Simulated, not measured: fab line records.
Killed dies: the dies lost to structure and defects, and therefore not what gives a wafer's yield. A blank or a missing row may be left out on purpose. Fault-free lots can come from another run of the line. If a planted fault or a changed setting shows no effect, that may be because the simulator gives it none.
A struck lot beside a sound one / flow sfqLine / 20 steps out of a route of 325
Sound: the wafers L452.1, L452.5, L452.6. Wafers struck: L457.2, L457.4, L457.6. The cause is named last.
At each step with rows: each side's tool, then ch and its chambers, then its first start. Under that, the readings that differ: sound wafers / struck wafers / difference of the means / sigmas: that difference in standard deviations of wafers without a fault.
alike: readings whose means differ by less than 2 such deviations, and words and numbers that are the same on both sides. not compared: withheld readings, readings that some wafer has no value for, bounds like >300 that may hide the same value, and numbers for which the record gives no deviation and whose values overlap.
The two part at a step that has a row with sigmas, a row that says differs or no value, or rows on one side only. When numbers do not overlap yet have no deviation, they are printed without sigmas and do not part them. A reading that every wafer of one side lacks parts them only if that side has two wafers or more.

first, 3 steps without rows for these wafers: SFQ_TRILAYER_L0_VIA_LITHO_EXPOSE_014 (exposes mask L0V, target cd 700 nm); SFQ_TRILAYER_L0_VIA_LITHO_PEB_016 (peb time 60 s); SFQ_TRILAYER_L0_VIA_LITHO_DEVELOP_015 (time 60 s).
SFQ_L0V_OVL_MEAS_903:
  struck on overlay-02, day 9 10:55; sound on overlay-01, day 7 18:08
reading=L0V_OVL (nm); sound=2 8 7; struck=-9 -10 -12; difference=-16; sigmas=-3
SFQ_TRILAYER_L0_VIA_BARC_OPEN_VIA_ETCH_021: etches BARC in O2, target depth 125 nm, time 41.7 s.
  sound on rieDiel-02 ch 0,3, day 7 18:10; struck on rieDiel-02 ch 1,3, day 9 10:57
  alike: drypumpMotorCurrentA, oesProductAu
  not compared: rfHoursCounterH
SFQ_TRILAYER_L0_VIA_ETCH_VIA_ETCH_016: etches SiO2 in CHF3, stops on MoNx KI, target depth 80 nm.
  sound on rieDiel-02 ch 0,3, day 7 18:13; struck on rieDiel-02 ch 1,3, day 9 10:59
  alike: drypumpMotorCurrentA, oesProductAu
SFQ_TRILAYER_L0_VIA_STRIP_STRIP_017: strips in O2.
  sound on rieMetal-01 ch 0,1, day 7 18:16; struck on rieMetal-03 ch 0,1, day 9 11:02
  alike: drypumpMotorCurrentA, oesProductAu
  not compared: rfHoursCounterH
then, 2 steps without rows for these wafers: SFQ_TRILAYER_L0_VIA_STRIP_SOLV_CLEAN_018 (cleans in NMP, time 600 s); SFQ_TRILAYER_M0_DEP_PRE_CLEAN_020 (time 15 s).
SFQ_TRILAYER_M0_DEP_SPUTTER_019: material Nb, target thk 200 nm, time 133.3 s.
  struck on pvdSputter-05, day 9 11:50; sound on pvdSputter-05, day 7 19:16
  alike: throttleValvePct
SFQ_M0_RS_MEAS_904: measures by four-point-probe.
  struck on filmMetro-01, day 9 11:56; sound on filmMetro-01, day 7 19:21
  alike: M0_NB_RS
SFQ_TRILAYER_M0_LITHO_COAT_026: resist thk 62 nm.
  sound on lithoTrack-03 ch 0, day 7 19:32; struck on lithoTrack-02 ch 0, day 9 12:09
reading=dispensePressureKPa (kPa); sound=54.6 54.6 54.6; struck=48.8 48.8 48.8; difference=-5.8; sigmas=-2
reading=spinSpeedRpm (rpm); sound=3000.3 2998.8 2997.6; struck=3187.2 3184.1 3186.6; difference=+187.1; sigmas=+99 or more
reading=model.BARC_of_TRILAYER_M0_LITHO_COAT_026.thkNm (nm); sound=62.05 62.04 61.9; struck=60.05 60.1 60.17; difference=-1.89; sigmas=
  alike: exhaustPa
then, 5 steps without rows for these wafers: SFQ_TRILAYER_M0_LITHO_COAT_021 (resist thk 600 nm); SFQ_TRILAYER_M0_LITHO_SOFTBAKE_025; SFQ_TRILAYER_M0_LITHO_EXPOSE_022 (exposes mask M0, target cd 500 nm); SFQ_TRILAYER_M0_LITHO_PEB_024 (peb time 60 s); SFQ_TRILAYER_M0_LITHO_DEVELOP_023 (time 60 s).
-- the record jumps here: 4 days lie between the struck wafers' starts before and after --
SFQ_M0_OVL_MEAS_906:
  struck on overlay-01, day 13 15:29; sound on overlay-02, day 11 14:37
  alike: M0_OVL
SFQ_TRILAYER_M0_BARC_OPEN_METAL_ETCH_031: etches BARC in O2, target depth 125 nm, time 41.7 s.
  sound on rieMetal-01 ch 0,1, day 11 14:39; struck on rieMetal-03 ch 0,1, day 13 15:31
reading=model.etch.depthNm (nm); sound=62.05 62.04 61.9; struck=60.05 60.1 60.17; difference=-1.89; sigmas=
  alike: drypumpMotorCurrentA, oesProductAu
  not compared: rfHoursCounterH
SFQ_TRILAYER_M0_ETCH_METAL_ETCH_024: etches Nb in Cl2/Ar, stops on SiO2, target depth 240 nm, time 120 s.
  sound on rieMetal-01 ch 0,1, day 11 14:43; struck on rieMetal-03 ch 0,1, day 13 15:35
  alike: drypumpMotorCurrentA, oesProductAu
  not compared: rfHoursCounterH

== WHERE THEY PART ==
Earliest at SFQ_L0V_OVL_MEAS_903; latest, in this record, at SFQ_TRILAYER_M0_LITHO_COAT_026. Later steps at which nothing parts them and some readings are alike: SFQ_M0_OVL_MEAS_906, SFQ_TRILAYER_M0_BARC_OPEN_METAL_ETCH_031, SFQ_TRILAYER_M0_ETCH_METAL_ETCH_024.

WHY: what the simulator had put in
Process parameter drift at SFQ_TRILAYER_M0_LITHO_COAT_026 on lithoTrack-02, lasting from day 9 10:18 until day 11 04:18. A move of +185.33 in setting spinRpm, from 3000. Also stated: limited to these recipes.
